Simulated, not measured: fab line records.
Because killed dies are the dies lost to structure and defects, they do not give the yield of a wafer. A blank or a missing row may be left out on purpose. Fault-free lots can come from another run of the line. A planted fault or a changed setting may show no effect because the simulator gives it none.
Which tool is to blame? + flow sky130 + Sampling: 13 lots, 39 wafers, 5 of 708 route steps

WHAT EACH GAUGE READ, for each wafer
SKY_VT_ADJUST_HVTP_CD_MEAS_07: the cd target is 380 nm.
| lot  | measured     | on        | cd_nm (nm)        |
|------|--------------|-----------|-------------------|
| L209 | day 6 05:05  | cd_sem-01 | 376.8 377.5 377.7 |
| L210 | day 6 10:52  | cd_sem-02 | 383.2 382.4 383.9 |
| L212 | day 7 03:55  | cd_sem-01 | 377.6 379.7 380.0 |
| L213 | day 7 04:11  | cd_sem-02 | 379.6 378.2 377.8 |
| L214 | day 7 19:55  | cd_sem-01 | 378.1 375.4 376.3 |
| L217 | day 8 09:01  | cd_sem-01 | 378.5 377.0 378.6 |
| L218 | day 8 15:20  | cd_sem-01 | 381.8 380.7 382.9 |
| L222 | day 9 12:55  | cd_sem-02 | 380.0 379.4 381.3 |
| L223 | day 9 17:57  | cd_sem-02 | 376.7 379.6 376.7 |
| L224 | day 10 03:13 | cd_sem-02 | 380.0 380.8 380.3 |
| L227 | day 10 20:38 | cd_sem-01 | 381.8 379.5 383.0 |
| L229 | day 11 07:34 | cd_sem-02 | 382.6 380.7 381.7 |
| L232 | day 12 04:51 | cd_sem-01 | 377.3 379.0 377.7 |

SKY_VT_ADJUST_LVTN_OVL_MEAS_18.
| lot  | measured     | on         | VT_ADJUST_LVTN_01_OVL (nm) |
|------|--------------|------------|----------------------------|
| L209 | day 7 21:41  | overlay-02 | 0.7 0.2 -0.2               |
| L210 | day 8 03:16  | overlay-01 | 1.5 2.8 2.3                |
| L212 | day 8 21:44  | overlay-01 | 1.0 1.5 0.0                |
| L213 | day 8 22:18  | overlay-01 | 0.5 0.3 0.2                |
| L214 | day 9 14:52  | overlay-01 | -2.2 2.1 -0.6              |
| L217 | day 10 04:43 | overlay-02 | 3.8 1.3 1.8                |
| L218 | day 10 12:20 | overlay-02 | -0.2 -0.5 -1.0             |
| L222 | day 11 10:38 | overlay-01 | -0.9 -0.6 -0.8             |
| L223 | day 11 17:01 | overlay-01 | 0.8 1.0 1.1                |
| L224 | day 12 02:41 | overlay-01 | -1.8 -1.4 -0.6             |
| L227 | day 12 21:31 | overlay-01 | 1.2 -0.3 -0.8              |
| L229 | day 13 08:28 | overlay-01 | -0.6 -1.2 -0.6             |
| L232 | day 14 07:42 | overlay-02 | -1.5 0.6 1.2               |

SKY_SONOS_TUNNEL_OVL_MEAS_08.
| lot  | measured     | on         | SONOS_TUNNEL_OVL (nm) |
|------|--------------|------------|-----------------------|
| L209 | day 11 14:08 | overlay-02 | 0.6 2.1 -0.7          |
| L210 | day 11 21:01 | overlay-01 | 0.2 1.3 0.7           |
| L212 | day 12 18:29 | overlay-02 | -1.4 -2.0 -0.3        |
| L213 | day 12 20:59 | overlay-01 | 0.7 0.8 1.0           |
| L214 | day 13 13:13 | overlay-02 | 2.1 1.1 1.1           |
| L217 | day 14 06:10 | overlay-01 | 0.0 0.5 0.6           |
| L218 | day 14 14:09 | overlay-02 | 2.0 0.1 1.0           |
| L222 | day 15 17:28 | overlay-01 | 0.3 -0.3 1.8          |
| L223 | day 15 22:37 | overlay-01 | 2.1 0.9 0.0           |
| L224 | day 16 10:28 | overlay-01 | 1.6 4.4 2.8           |
| L227 | day 17 08:09 | overlay-02 | -0.6 0.7 1.4          |
| L229 | day 17 22:26 | overlay-02 | -2.8 1.4 -1.6         |
| L232 | day 19 01:19 | overlay-02 | 0.8 -1.5 -1.5         |

SKY_SONOS_TUNNEL_TW_MEAS_12.
| lot  | measured     | on            | SONOS_TUNNEL_TW   |
|------|--------------|---------------|-------------------|
| L209 | day 11 14:35 | film_metro-04 | 200.5 200.4 199.0 |
| L210 | day 11 21:27 | film_metro-02 | 197.4 198.5 198.9 |
| L212 | day 12 18:58 | film_metro-04 | 199.7 198.8 199.4 |
| L213 | day 12 21:27 | film_metro-04 | 198.5 199.6 198.8 |
| L214 | day 13 13:40 | film_metro-02 | 200.4 199.9 199.8 |
| L217 | day 14 06:41 | film_metro-02 | 198.8 199.7 201.0 |
| L218 | day 14 14:37 | film_metro-04 | 199.6 199.8 199.2 |
| L222 | day 15 17:56 | film_metro-02 | 191.1 190.9 190.0 |
| L223 | day 15 23:06 | film_metro-02 | 190.3 189.9 190.1 |
| L224 | day 16 10:56 | film_metro-03 | 188.4 188.4 189.1 |
| L227 | day 17 08:46 | film_metro-04 | 200.9 199.0 199.6 |
| L229 | day 17 22:53 | film_metro-03 | 195.3 195.0 196.1 |
| L232 | day 19 01:49 | film_metro-03 | 197.6 196.7 197.7 |

WHAT TOOL EACH LOT RAN ON (gives the tool, then ch and the chambers of the sampled wafers, and finally the start)
| lot  | SKY_SONOS_TUNNEL_IMPLANT_09     |
|------|---------------------------------|
| L209 | implanter-04 ch 0, day 11 14:11 |
| L210 | implanter-04 ch 0, day 11 21:02 |
| L212 | implanter-01 ch 0, day 12 18:35 |
| L213 | implanter-01 ch 0, day 12 21:02 |
| L214 | implanter-03 ch 0, day 13 13:16 |
| L217 | implanter-03 ch 0, day 14 06:13 |
| L218 | implanter-04 ch 0, day 14 14:13 |
| L222 | implanter-01 ch 0, day 15 17:31 |
| L223 | implanter-01 ch 0, day 15 22:43 |
| L224 | implanter-01 ch 0, day 16 10:31 |
| L227 | implanter-03 ch 0, day 17 08:14 |
| L229 | implanter-03 ch 0, day 17 22:29 |
| L232 | implanter-01 ch 0, day 19 01:25 |
- SKY_SONOS_TUNNEL_IMPLANT_09

WHAT THE TOOLS THEMSELVES READ (means of the sampled wafers that have a number; where no wafer has one, the mark that the record gives instead)
SKY_SONOS_TUNNEL_IMPLANT_09.
| lot  | tool         | beam_energy_keV | beam_on_s (s) | faraday_current_uA |
|------|--------------|-----------------|---------------|--------------------|
| L209 | implanter-04 | 19.991          | 10.10         | 5.60               |
| L210 | implanter-04 | 19.998          | 10.14         | 5.56               |
| L212 | implanter-01 | 19.996          | 10.20         | 5.53               |
| L213 | implanter-01 | 19.999          | 9.97          | 5.67               |
| L214 | implanter-03 | 19.990          | 9.99          | 5.64               |
| L217 | implanter-03 | 19.995          | 9.90          | 5.69               |
| L218 | implanter-04 | 19.997          | 9.88          | 5.69               |
| L222 | implanter-01 | 20.000          | 8.40          | 6.73               |
| L223 | implanter-01 | 20.009          | 8.40          | 6.71               |
| L224 | implanter-01 | 20.007          | 8.40          | 6.72               |
| L227 | implanter-03 | 20.002          | 9.98          | 5.64               |
| L229 | implanter-03 | 20.002          | 10.03         | 5.63               |
| L232 | implanter-01 | 20.005          | 10.38         | 5.42               |

THE ANSWER, worked out from the rows above alone
Rule: the lots themselves supply what counts as usual. Put in order of their means at a reading, lots are off if they are a third of the lots or fewer, leave a main group of 4 or more, and stand apart from it by a gap of 3 or more times the standard deviation of the main group's means; of several such gaps the widest counts. Not used: any main group whose means are identical at the precision the tables above print for the reading. Also off: a lot with no number at a reading for which 4 or more lots have one. Any other lot the step has rows for is counted as sound. After the gauges, taken in route order, come the tools' own readings; for these a lot's mean is taken, as printed above. The first step at which some lot is off is used, and at that step the reading that is off furthest; a lot without a number counts as furthest.
Off: L222, L223, L224, seen at SKY_SONOS_TUNNEL_TW_MEAS_12 (SONOS_TUNNEL_TW). For the main group the mean is 198.9 and the standard deviation 1.4.
A tool fits if, at a process step before that reading, it ran every lot that is off, and no sound lot after the first of them. Not tried: the gauges at SKY_SONOS_TUNNEL_TW_MEAS_12; whatever is off there is also off at SKY_SONOS_TUNNEL_IMPLANT_09, on other tools, and gauge error can't account for it. No candidate that was tried fits.

WHAT WAS PUT IN BY THE SIMULATOR
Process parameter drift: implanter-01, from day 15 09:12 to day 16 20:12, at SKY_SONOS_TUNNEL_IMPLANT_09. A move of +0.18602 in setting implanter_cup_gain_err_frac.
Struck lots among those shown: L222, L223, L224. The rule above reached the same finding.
